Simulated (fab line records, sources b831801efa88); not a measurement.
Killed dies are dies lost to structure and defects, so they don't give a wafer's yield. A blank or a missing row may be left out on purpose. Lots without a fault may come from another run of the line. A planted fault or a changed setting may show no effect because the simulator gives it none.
A struck lot beside a sound one | flow sky130 | 35 steps out of a route of 708
Sound: wafers L481.1, L481.3, L481.6. Struck: wafers L496.1, L496.4, L496.6. The cause comes at the end.
At each step with rows: each side's tool, then ch and its chambers, then its first start. Under that, the readings that differ: sound wafers | struck wafers | difference of the means | sigmas: that difference in standard deviations of wafers without a fault.
alike: readings whose means differ by less than 2 such deviations, and words and numbers that are the same on both sides. not compared: withheld readings, readings that some wafer has no value for, bounds like >300 that may hide the same value, and numbers for which the record gives no deviation and whose values overlap.
The two part at a step that has a row with sigmas, a row that says differs or no value, or rows on one side only. Numbers that don't overlap but have no deviation are shown without sigmas and don't part them. A reading that every wafer of one side lacks parts them only if that side has two wafers or more.

SKY_SD_P_CD_MEAS_07: target cd 380 nm.
  sound on cd_sem-01, day 26 10:41; struck on cd_sem-01, day 31 14:56
  alike: cd_nm
SKY_SD_P_OVL_MEAS_08:
  sound on overlay-02, day 26 10:49; struck on overlay-01, day 31 15:04
  alike: SD_P_OVL
then, 1 step without rows for these wafers: SKY_SD_P_IMPLANT_09.
SKY_SD_P_STRIP_10: strips in O2/N2.
  sound on plasma_asher-01 ch 0,1, day 26 10:59; struck on plasma_asher-04 ch 0,1, day 31 15:14
  reading                      | sound             | struck            | difference | sigmas
  strip_time_to_endpoint_s (s) | 17.56 17.52 17.59 | 17.33 17.38 17.43 | -0.18      | -3
  alike: drypump_motor_current_A, oes_product_au
  not compared: rf_hours_counter_h
SKY_SD_P_TW_MEAS_11:
  sound on film_metro-04, day 26 11:05; struck on film_metro-01, day 31 15:20
  alike: SD_P_TW
then, 7 steps without rows for these wafers: SKY_RES_XHIGH_DEHYDRATE_00 (time 60 s); SKY_RES_XHIGH_HMDS_01 (prime time 60 s); SKY_RES_XHIGH_COAT_02 (resist thk 1140 nm); SKY_RES_XHIGH_SOFTBAKE_03 (time 60 s); SKY_RES_XHIGH_EXPOSE_04 (exposes mask URPM, target cd 1270 nm); SKY_RES_XHIGH_PEB_05; SKY_RES_XHIGH_DEVELOP_06 (develop time 60 s).
SKY_RES_XHIGH_IMPLANT_07:
  sound on implanter-04 ch 0, day 27 16:30; struck on implanter-04 ch 0, day 32 18:41
  reading       | sound                         | struck                        | difference | sigmas
  beam_on_s (s) | 35.0 37.3 37.0                | 64.3 59.3 63.5                | +25.9      | +10
  dose_ions_cm2 | 3.605e+14 3.604e+14 3.601e+14 | 6.188e+14 6.195e+14 6.189e+14 | +2.587e+14 | +99 or more
SKY_RES_XHIGH_STRIP_08: strips in O2/N2.
  sound on plasma_asher-02 ch 0,1, day 27 16:39; struck on plasma_asher-02 ch 0,1, day 32 18:50
  reading                      | sound             | struck            | difference | sigmas
  oes_product_au (a.u.)        | 0.717 0.706 0.709 | 0.690 0.690 0.686 | -0.022     | -6
  strip_time_to_endpoint_s (s) | 14.21 14.27 14.26 | 14.91 14.86 14.93 | +0.65      | +16
  alike: drypump_motor_current_A
  not compared: rf_hours_counter_h
SKY_RES_XHIGH_TW_MEAS_09:
  sound on film_metro-04, day 27 16:45; struck on film_metro-02, day 32 18:56
  reading      | sound          | struck         | difference | sigmas
  RES_XHIGH_TW | 1655 1643 1648 | 1916 1915 1915 | +267       | +30
then, 7 steps without rows for these wafers: SKY_SD_N_DEHYDRATE_00 (time 60 s); SKY_SD_N_HMDS_01 (prime time 60 s); SKY_SD_N_COAT_02 (resist thk 1140 nm); SKY_SD_N_SOFTBAKE_03 (time 60 s); SKY_SD_N_EXPOSE_04 (exposes mask NSDM, target cd 380 nm); SKY_SD_N_PEB_05; SKY_SD_N_DEVELOP_06 (develop time 60 s).
SKY_SD_N_CD_MEAS_07: target cd 380 nm.
  sound on cd_sem-02, day 28 20:33; struck on cd_sem-01, day 33 20:57
  alike: cd_nm
SKY_SD_N_OVL_MEAS_08:
  sound on overlay-01, day 28 20:40; struck on overlay-02, day 33 21:04
  alike: SD_N_OVL
then, 2 steps without rows for these wafers: SKY_SD_N_IMPLANT_09; SKY_SD_N_IMPLANT_10.
SKY_SD_N_STRIP_11: strips in O2/N2.
  sound on plasma_asher-02 ch 1, day 28 21:00; struck on plasma_asher-02 ch 0,1, day 33 21:24
  alike: drypump_motor_current_A, oes_product_au, strip_time_to_endpoint_s
  not compared: rf_hours_counter_h
SKY_SD_N_TW_MEAS_12:
  sound on film_metro-02, day 28 21:06; struck on film_metro-04, day 33 21:30
  alike: SD_N_TW
then, 1 step without rows for these wafers: SKY_SD_N_CLEAN_13 (cleans in SC1/SC2, time 150 s).
SKY_SD_N_RTA_14: time 2 s.
  sound on rtp_anneal-02 ch 0, day 28 21:13; struck on rtp_anneal-01 ch 0, day 33 21:37
  alike: lamp_power_pct, wafer_temp_C_max
SKY_SD_N_RS_MEAS_16: measures by four-point-probe.
  sound on film_metro-02, day 28 21:23; struck on film_metro-02, day 33 21:47
  alike: SD_N_RS
SKY_SD_N_RS_MEAS_17: measures by four-point-probe.
  sound on film_metro-02, day 28 21:31; struck on film_metro-02, day 33 21:55
  alike: SD_P_RS
SKY_SD_N_RS_MEAS_18: measures by four-point-probe.
  sound on film_metro-02, day 28 21:38; struck on film_metro-02, day 33 22:02
  reading               | sound             | struck            | difference | sigmas
  RES_XHIGH_RS (ohm/sq) | 335.1 335.4 334.3 | 222.3 221.7 222.0 | -112.9     | -99 or more
then, 1 step without rows for these wafers: SKY_SALICIDE_CLEAN_00 (cleans in HF-last, time 30 s).
-- the record jumps here: 16 days lie between the struck wafers' starts before and after (it left off in module SALICIDE and takes up again in module PAD_OPEN, whose first step shown is number 708 of the route) --
SKY_PAD_OPEN_PROBE_99:
  sound on prober-01, day 46 12:07; struck on prober-01, day 50 01:55
  reading                                  | sound             | struck            | difference | sigmas
  model.etest.res_xhigh_po.line_ohm_um     | 5666 5824 5618    | 2238 2250 2261    | -3453      |
  model.etest.res_xhigh_po.rs_ohm_sq       | 2009 2027 1964    | 782.6 800.9 788   | -1209.5    |
  model.etest.res_xhigh_po.rs_ohm_sq_range | 113.3 136.5 123.4 | 30.94 29.37 35.32 | -92.52     |
  alike: killed_at_M0_to_M3, killed_at_M4_up, killed_at_contacts, killed_at_front_end, killed_at_other, killed_dies, killed_open, killed_short

WHERE THEY PART
First at SKY_SD_P_STRIP_10; last, within this record, at SKY_SD_N_RS_MEAS_18. Later steps at which nothing parts them and some readings are alike: SKY_PAD_OPEN_PROBE_99.

WHY: what the simulator had put in
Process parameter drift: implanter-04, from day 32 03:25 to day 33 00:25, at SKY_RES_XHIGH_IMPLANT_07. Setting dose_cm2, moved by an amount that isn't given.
